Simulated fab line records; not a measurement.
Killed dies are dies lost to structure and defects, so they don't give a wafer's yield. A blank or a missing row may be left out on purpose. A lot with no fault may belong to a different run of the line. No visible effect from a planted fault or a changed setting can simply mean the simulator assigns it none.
A lot that was struck, set against a sound lot    flow sky130    34 steps out of a route of 708
Sound: the wafers L478.1, L478.4, L478.6. Struck: wafer L463.6. (L463.1, L463.3 of the same lot were not struck and are left out.) The cause comes at the end.
Each step with rows lists, per side, the tool, then ch with its chambers, then its first start. Under that, the readings that differ: sound wafers    struck wafers    difference of the means    sigmas: that difference in standard deviations of wafers without a fault.
alike: same words and numbers on both sides, and readings whose means sit less than 2 such deviations apart. not compared: any withheld reading, any reading some wafer has no value for, any bound like >300 that may hide the same value, and any number with overlapping values for which the record gives no deviation.
Wherever a step has rows on one side only, a row that says differs or no value, or a row with sigmas, the two part there. Numbers that have no deviation but don't overlap get no sigmas and don't part them. Lack of a reading on every wafer of one side parts them only where that side has two or more wafers.

first, 9 steps without rows for these wafers: SKY_VIA1_DEHYDRATE_04 (time 60 s); SKY_VIA1_HMDS_05 (prime time 60 s); SKY_VIA1_COAT_06 (resist thk 60 nm); SKY_VIA1_COAT_07 (resist thk 450 nm); SKY_VIA1_SOFTBAKE_08 (time 94.36 s); SKY_VIA1_EXPOSE_09 (exposes mask VIM, target cd 150 nm); SKY_VIA1_PEB_10; SKY_VIA1_DEVELOP_11 (develop time 60 s); SKY_VIA1_ETCH_14 (etches BARC in N2/H2, stops on SiO2, time 45.9 s, target depth 60 nm).
SKY_VIA1_ETCH_15: etches SiO2 in C4F8/O2/Ar, stops on TiN, target depth 351 nm, time 54 s.
  sound on rieDiel-01 ch 0,2, day 40 13:16; struck on rieDiel-01 ch 2, day 37 01:34
  alike: oesProductAu
  not compared: rfHoursCounterH
then, 23 steps without rows for these wafers: SKY_VIA1_STRIP_16 (strips in O2/N2); SKY_VIA1_STRIP_17 (strips in post etch residue remover, time 1200 s); SKY_VIA1_CLEAN_18 (cleans in IPA, time 180 s); SKY_VIA1_CLEAN_19 (cleans in O3/DIW); SKY_VIA1_SPUTTER_20 (material TiN, target thk 20 nm, time 80 s); SKY_VIA1_CVD_21 (deposits W, target thk 270 nm, time 80.902 s); SKY_VIA1_CMP_24 (polishes, stops on SiO2, t overpolish 15 s, target thk 0 nm); SKY_METAL2_SPUTTER_00 (material Ti, target thk 15 nm, time 10 s); SKY_METAL2_SPUTTER_01 (material TiN, target thk 20 nm, time 16.7 s); SKY_METAL2_SPUTTER_02 (material AlCu, target thk 250 nm, time 13.3 s); SKY_METAL2_SPUTTER_03 (material Ti, target thk 5 nm, time 3.3 s); SKY_METAL2_SPUTTER_04 (material TiN, target thk 70 nm, time 58.3 s); SKY_METAL2_DEHYDRATE_07 (time 60 s); SKY_METAL2_HMDS_08 (prime time 60 s); SKY_METAL2_COAT_09 (resist thk 60 nm); SKY_METAL2_COAT_10 (resist thk 450 nm); SKY_METAL2_SOFTBAKE_11 (time 90 s); SKY_METAL2_EXPOSE_12 (exposes mask MM2, target cd 140 nm); SKY_METAL2_PEB_13; SKY_METAL2_DEVELOP_14 (develop time 60 s); SKY_METAL2_DESCUM_17 (chemistry O2, time 8 s); SKY_METAL2_ETCH_18 (etches BARC in N2/H2, stops on SiO2, time 45.9 s, target depth 60 nm); SKY_METAL2_METAL_ETCH_19 (etches the open film in Cl2/BCl3, stops on SiO2, target depth 360 nm, time 78 s).
-- the record jumps here: 11 days lie between the struck wafers' starts before and after (it left off in module METAL2 and takes up again in module PAD_OPEN, whose first step shown is number 708 of the route) --
SKY_PAD_OPEN_PROBE_99:
  struck on prober-02, day 48 03:05; sound on prober-01, day 50 16:00
reading                                sound               struck  difference  sigmas
defectLimitedYield (%)                 83.1 80.5 81.7      77.4    -4.4        -2
killed_at_M0_to_M3                     47 43 45            67      +22         +3
killedAtOther                          1 1 1               3       +2          +3
killedDies                             83 96 90            111     +21         +2
sort_bin_3_pad_short (%)               0.6 1.0 0.8         2.2     +1.4        +4
sort_bin_5_function (%)                10.4 10.4 10.0      14.8    +4.5        +3
sortNPass                              403 395 402         379     -21         -2
sortYieldPct (%)                       81.9 80.3 81.7      77.0    -4.3        -2
model.etest.tester.sortNPass           403 395 402         379     -21         
model.etest.tester.sortYieldPct (%)    81.91 80.28 81.71   77.03   -4.27       
model.etest.tester.sort_bin_3_pct (%)  0.6098 1.016 0.813  2.236   +1.423      
  alike: killed_at_M4_up, killedAtContacts, killedAtFrontEnd, killedOpen, killedShort, sort_bin_6_memory, sort_bin_8_speed

== WHERE THEY PART ==
Within this record, at SKY_PAD_OPEN_PROBE_99 only.

WHY: whatever the simulator had introduced
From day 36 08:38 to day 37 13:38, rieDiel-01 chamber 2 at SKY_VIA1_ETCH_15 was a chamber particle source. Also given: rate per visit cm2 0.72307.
